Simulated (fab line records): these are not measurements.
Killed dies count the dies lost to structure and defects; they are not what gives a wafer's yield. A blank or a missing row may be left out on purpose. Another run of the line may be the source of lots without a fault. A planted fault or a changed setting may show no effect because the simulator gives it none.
A struck lot beside a sound one | flow sfq_line | 42 out of 325 route steps
Sound: the wafers L171.3, L171.5, L171.6. Struck: wafer L161.1. (L161.5, L161.6 of the same lot were not struck and are left out.) The cause comes at the end.
At each step with rows: each side's tool, then ch and its chambers, then its first start. Under that, the readings that differ: sound wafers | struck wafers | difference of the means | sigmas: that difference in standard deviations of wafers without a fault.
alike: a reading whose means differ by less than 2 such deviations, as well as words and numbers matching on both sides. not compared: withheld readings; readings where some wafer has no value; bounds like >300 that might hide an equal value; numbers whose values overlap and for which the record gives no deviation.
The two part at a step that has a row with sigmas, a row that says differs or no value, or rows on one side only. When numbers do not overlap yet have no deviation, they are printed without sigmas and do not part them. Lack of a reading on every wafer of one side parts them only where that side has two or more wafers.

first, 6 steps without rows for these wafers: SFQ_TRILAYER_M3_LITHO_COAT_080 (resist thk 62 nm); SFQ_TRILAYER_M3_LITHO_COAT_075 (resist thk 600 nm); SFQ_TRILAYER_M3_LITHO_SOFTBAKE_079; SFQ_TRILAYER_M3_LITHO_EXPOSE_076 (exposes mask M3, target cd 500 nm); SFQ_TRILAYER_M3_LITHO_PEB_078 (peb time 60 s); SFQ_TRILAYER_M3_LITHO_DEVELOP_077 (time 60 s).
SFQ_M3_OVL_MEAS_921:
  sound: overlay-01 at day 43 08:17; struck: overlay-01 at day 40 06:13
  alike: M3_OVL
then, 1 step without rows for these wafers: SFQ_TRILAYER_M3_BARC_OPEN_METAL_ETCH_100 (etches BARC in O2, target depth 125 nm, time 41.7 s).
SFQ_TRILAYER_M3_ETCH_METAL_ETCH_078: etches Nb in Cl2/Ar, stops on SiO2, target depth 240 nm, time 120 s.
  sound on rie_metal-02 ch 0,1, day 43 08:25; struck on rie_metal-03 ch 1, day 40 06:19
  reading                | sound | struck | difference                   | sigmas
  rf_hours_counter_h (h) | - - - | 96     | no value on the sound wafers |
  alike: drypump_motor_current_A, oes_product_au
then, 2 steps without rows for these wafers: SFQ_TRILAYER_M3_STRIP_STRIP_079 (strips in O2); SFQ_TRILAYER_M3_STRIP_SOLV_CLEAN_080 (cleans in NMP, time 600 s).
SFQ_TRILAYER_I3_DEP_PECVD_081: deposits SiO2 from SiH4/N2O, time 111.11 s, target thk 500 nm.
  sound on pecvd-01 ch 0,1,2, day 43 09:16; struck on pecvd-01 ch 0, day 40 07:23
  alike: heater_power_w, susceptor_temp_C, throttle_valve_pct
SFQ_TRILAYER_I3_CMP_CMP_082: polishes SiO2.
  sound on cmp-01 ch 0,1, day 43 11:15; struck on cmp-01 ch 2, day 40 17:20
  reading                                             | sound             | struck | difference | sigmas
  time_to_endpoint_s (s)                              | 208 231 220       | 176    | -44        | -6
  model.SiO2_of_TRILAYER_I3_DEP_PECVD_081.thk_nm (nm) | 199.7 201.6 199.9 | 249.7  | +49.3      |
  alike: motor_current_A
SFQ_I3_BOW_MEAS_922:
  sound: film_metro-03 at day 43 13:47; struck: film_metro-01 at day 40 18:50
  alike: I3_BOW
SFQ_TRILAYER_I3_METRO_MEASURE_083:
  sound: film_metro-03 at day 43 14:16; struck: film_metro-01 at day 40 18:57
  reading     | sound             | struck | difference | sigmas
  thk_nm (nm) | 199.6 201.6 199.9 | 249.5  | +49.1      | +45
then, 6 steps without rows for these wafers: SFQ_TRILAYER_I3_VIA_LITHO_COAT_090 (resist thk 62 nm); SFQ_TRILAYER_I3_VIA_LITHO_COAT_085 (resist thk 650 nm); SFQ_TRILAYER_I3_VIA_LITHO_SOFTBAKE_089; SFQ_TRILAYER_I3_VIA_LITHO_EXPOSE_086 (exposes mask I3, target cd 500 nm); SFQ_TRILAYER_I3_VIA_LITHO_PEB_088 (peb time 60 s); SFQ_TRILAYER_I3_VIA_LITHO_DEVELOP_087 (time 60 s).
-- the record jumps here: 6 days lie between the struck wafers' starts before and after --
SFQ_I3_OVL_MEAS_923:
  sound: overlay-02 at day 48 10:26; struck: overlay-01 at day 46 09:13
  alike: I3_OVL
then, 1 step without rows for these wafers: SFQ_TRILAYER_I3_VIA_BARC_OPEN_VIA_ETCH_121 (etches BARC in O2, target depth 125 nm, time 41.7 s).
SFQ_TRILAYER_I3_VIA_ETCH_VIA_ETCH_088: etches SiO2 in CHF3, stops on Nb, target depth 260 nm.
  sound on rie_diel-01 ch 0,1,2, day 48 10:30; struck on rie_diel-01 ch 2, day 46 09:18
  reading                        | sound             | struck | difference | sigmas
  oes_product_au (a.u.)          | 0.848 0.856 0.849 | 0.976  | +0.125     | +28
  model.I3.feature_depth_nm (nm) | 199.7 201.6 199.9 | 249.7  | +49.3      |
  model.etch.depth_nm (nm)       | 199.7 201.6 199.9 | 249.7  | +49.3      |
  alike: drypump_motor_current_A
then, 2 steps without rows for these wafers: SFQ_TRILAYER_I3_VIA_STRIP_STRIP_089 (strips in O2); SFQ_TRILAYER_I3_VIA_STRIP_SOLV_CLEAN_090 (cleans in NMP, time 600 s).
SFQ_TRILAYER_M4_DEP_PRE_CLEAN_092: time 22.5 s.
  sound: pvd_sputter-06 at day 48 11:23; struck: pvd_sputter-05 at day 46 10:11
  reading                                             | sound             | struck | difference | sigmas
  model.SiO2_of_TRILAYER_I3_DEP_PECVD_081.thk_nm (nm) | 192.2 194.1 192.4 | 242.2  | +49.3      |
then, 1 step without rows for these wafers: SFQ_TRILAYER_M4_DEP_SPUTTER_091 (material Nb, target thk 200 nm, time 133.3 s).
SFQ_M4_RS_MEAS_924: measures by four-point-probe.
  sound: film_metro-01 at day 48 11:33; struck: film_metro-04 at day 46 10:19
  alike: M4_NB_RS
then, 6 steps without rows for these wafers: SFQ_TRILAYER_M4_LITHO_COAT_098 (resist thk 62 nm); SFQ_TRILAYER_M4_LITHO_COAT_093 (resist thk 600 nm); SFQ_TRILAYER_M4_LITHO_SOFTBAKE_097; SFQ_TRILAYER_M4_LITHO_EXPOSE_094 (exposes mask M4, target cd 500 nm); SFQ_TRILAYER_M4_LITHO_PEB_096 (peb time 60 s); SFQ_TRILAYER_M4_LITHO_DEVELOP_095 (time 60 s).
-- the record jumps here: 4 days lie between the struck wafers' starts before and after --
SFQ_M4_OVL_MEAS_926:
  sound: overlay-02 at day 52 22:20; struck: overlay-02 at day 50 09:13
  reading     | sound  | struck | difference | sigmas
  M4_OVL (nm) | 4 12 8 | -2     | -10        | -2
then, 1 step without rows for these wafers: SFQ_TRILAYER_M4_BARC_OPEN_METAL_ETCH_123 (etches BARC in O2, target depth 125 nm, time 41.7 s).
SFQ_TRILAYER_M4_ETCH_METAL_ETCH_096: etches Nb in Cl2/Ar, stops on SiO2, target depth 240 nm, time 120 s.
  sound on rie_metal-02 ch 0, day 52 22:34; struck on rie_metal-03 ch 0, day 50 09:19
  reading                | sound | struck | difference                   | sigmas
  rf_hours_counter_h (h) | - - - | 4      | no value on the sound wafers |
  alike: drypump_motor_current_A, oes_product_au
SFQ_TRILAYER_M4_STRIP_STRIP_097: strips in O2.
  sound on rie_metal-02 ch 0, day 52 23:08; struck on rie_metal-03 ch 0, day 50 09:27
  reading                | sound | struck | difference                   | sigmas
  rf_hours_counter_h (h) | - - - | 4      | no value on the sound wafers |
  alike: drypump_motor_current_A, oes_product_au
then, 1 step without rows for these wafers: SFQ_TRILAYER_M4_STRIP_SOLV_CLEAN_098 (cleans in NMP, time 600 s).
SFQ_TRILAYER_I4_DEP_PECVD_099: deposits SiO2 from SiH4/N2O, time 111.11 s, target thk 500 nm.
  sound on pecvd-02 ch 1,2, day 53 00:07; struck on pecvd-02 ch 1, day 50 10:13
  reading            | sound     | struck | difference | sigmas
  heater_power_w (W) | 43 47 105 | 100    | +35        | +2
  alike: susceptor_temp_C, throttle_valve_pct
-- the record jumps here: 29 days lie between the struck wafers' starts before and after --
SFQ_M8_BOW_MEAS_951:
  sound: film_metro-04 at day 81 12:56; struck: film_metro-04 at day 79 01:28
  reading                 | sound             | struck | difference | sigmas
  model.etest.i3.link_ohm | 1.982 1.961 1.962 | 2.006  | +0.038     |
  alike: M8_BOW

## WHERE THEY PART
At SFQ_TRILAYER_M3_ETCH_METAL_ETCH_078 first; at SFQ_TRILAYER_I4_DEP_PECVD_099 last (within this record only). Later steps at which nothing parts them and some readings are alike: SFQ_M8_BOW_MEAS_951.

WHY: what had been put in by the simulator
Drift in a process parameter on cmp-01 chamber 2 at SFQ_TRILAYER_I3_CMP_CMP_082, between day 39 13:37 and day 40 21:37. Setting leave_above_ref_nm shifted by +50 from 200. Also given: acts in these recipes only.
